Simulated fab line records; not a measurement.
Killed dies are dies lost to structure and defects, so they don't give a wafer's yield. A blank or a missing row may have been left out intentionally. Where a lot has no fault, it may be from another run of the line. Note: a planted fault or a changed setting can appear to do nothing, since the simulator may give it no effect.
Code-filled problem report in 8D (eight disciplines) form :: flow gf180mcu :: the parts of the form that need people (team, actions taken, sign-off) are left out

## 1. WHAT IS WRONG
tube-center-temp-C at GF_DUAL_GATE_OXIDATION_15 reads a mean of 882.80 C on 9 wafers of 3 lots; wafers without a fault read 849.99 C with a standard deviation of 0.079. That is +99 or more standard deviations from the usual mean.
The step: stabilise 600 s, purge 300 s, target thk 7.098 nm.
Seen first at day 12 15:25 on furnace-02, wafer L822.2. Wafers with a number at this step in the record: 21, from 7 lots. The rule behind "out" and "out of limits": a value lying over 4 standard deviations away from the usual mean. All remaining wafers that have a number are taken as sound.

## 2. WHAT IT IS, WHAT IT ISN'T
question: which readings at this step
is: tube-center-temp-C, spike-tc-bottom-C, spike-tc-centre-C, spike-tc-lower-C, spike-tc-top-C, spike-tc-upper-C, tube_center_temp_C_max, zone-power-bottom-pct, zone-power-upper-pct
is not: -

question: which lots
is: L822, L823, L824
is not: L813, L817, L831, L833

question: which wafers of those lots
is: all that have a number
is not: -

question: read on which tools
is: furnace-02
is not: furnace-01

question: when
is: from day 12 15:25
is not: up to then (6 sound wafers); but 6 sound wafers of L831, L833 came after

## 3. THE SUSPECTS, EACH WITH WHAT RULES IT OUT
Counting: a tool stays on the suspect list if, at a process step up to the reading, it processed all lots that are out and no sound lot following the first of them.
- furnace-02 at GF_DUAL_GATE_OXIDATION_15 (stabilise 600 s, purge 300 s, target thk 7.098 nm): kept. It processed each lot that is out, first L822 at day 12 15:25, and no sound lot thereafter; up to then, the last sound lot it processed was L813 at day 9 21:59. Its own readings are out on those wafers: spike-tc-bottom-C, spike-tc-centre-C, spike-tc-lower-C, spike-tc-top-C, spike-tc-upper-C, tube-center-temp-C, tube_center_temp_C_max, zone-power-bottom-pct, zone-power-upper-pct.
Remaining after the count: furnace-02 at GF_DUAL_GATE_OXIDATION_15.

## 4. THE CAUSE (what the simulator had put in)
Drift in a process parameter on furnace-02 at GF_DUAL_GATE_OXIDATION_15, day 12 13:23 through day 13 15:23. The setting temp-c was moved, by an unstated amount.
Counting left only this tool.

## 5. SEQUENCE OF EFFECTS, ordered by route
Each row: a reading whose mean over the struck wafers that have a number lies more than 3 standard deviations from the usual. Readings are gone through only where the record gives a usual standard deviation; hours: the median, over the lots, of the time from a lot's start at the first step in this table giving one to that lot's start at this step; sigmas: the change measured in usual standard deviations.
hours: 0
step: GF_DUAL_GATE_OXIDATION_15
reading: spike-tc-bottom-C
usual: 864.4 C
on struck wafers: 897.1
change: +32.7
sigmas: +23

hours: 0
step: GF_DUAL_GATE_OXIDATION_15
reading: spike-tc-centre-C
usual: 850.4 C
on struck wafers: 883.4
change: +33.0
sigmas: +33

hours: 0
step: GF_DUAL_GATE_OXIDATION_15
reading: spike-tc-lower-C
usual: 851.1 C
on struck wafers: 884.6
change: +33.5
sigmas: +30

hours: 0
step: GF_DUAL_GATE_OXIDATION_15
reading: spike-tc-top-C
usual: 863.0 C
on struck wafers: 893.0
change: +30.0
sigmas: +12

hours: 0
step: GF_DUAL_GATE_OXIDATION_15
reading: spike-tc-upper-C
usual: 850.4 C
on struck wafers: 882.9
change: +32.5
sigmas: +33

hours: 0
step: GF_DUAL_GATE_OXIDATION_15
reading: tube-center-temp-C
usual: 849.99 C
on struck wafers: 882.80
change: +32.81
sigmas: +99 or more

hours: 0
step: GF_DUAL_GATE_OXIDATION_15
reading: tube_center_temp_C_max
usual: 852.1
on struck wafers: 884.9
change: +32.8
sigmas: +94

hours: 0
step: GF_DUAL_GATE_OXIDATION_15
reading: zone-power-bottom-pct
usual: 24.5 %
on struck wafers: 26.4
change: +1.9
sigmas: +5.7

hours: 0
step: GF_DUAL_GATE_OXIDATION_15
reading: zone-power-upper-pct
usual: 15.23 %
on struck wafers: 16.43
change: +1.20
sigmas: +7.0
Process steps it contains:
- GF_DUAL_GATE_OXIDATION_15: stabilise 600 s, purge 300 s, target thk 7.098 nm.

## 6. HOW IT WOULD HAVE BEEN CAUGHT EARLIER
2 hours passed between the start of the fault at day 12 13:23 and the first reading out of limits in this record, taken at day 12 15:25.
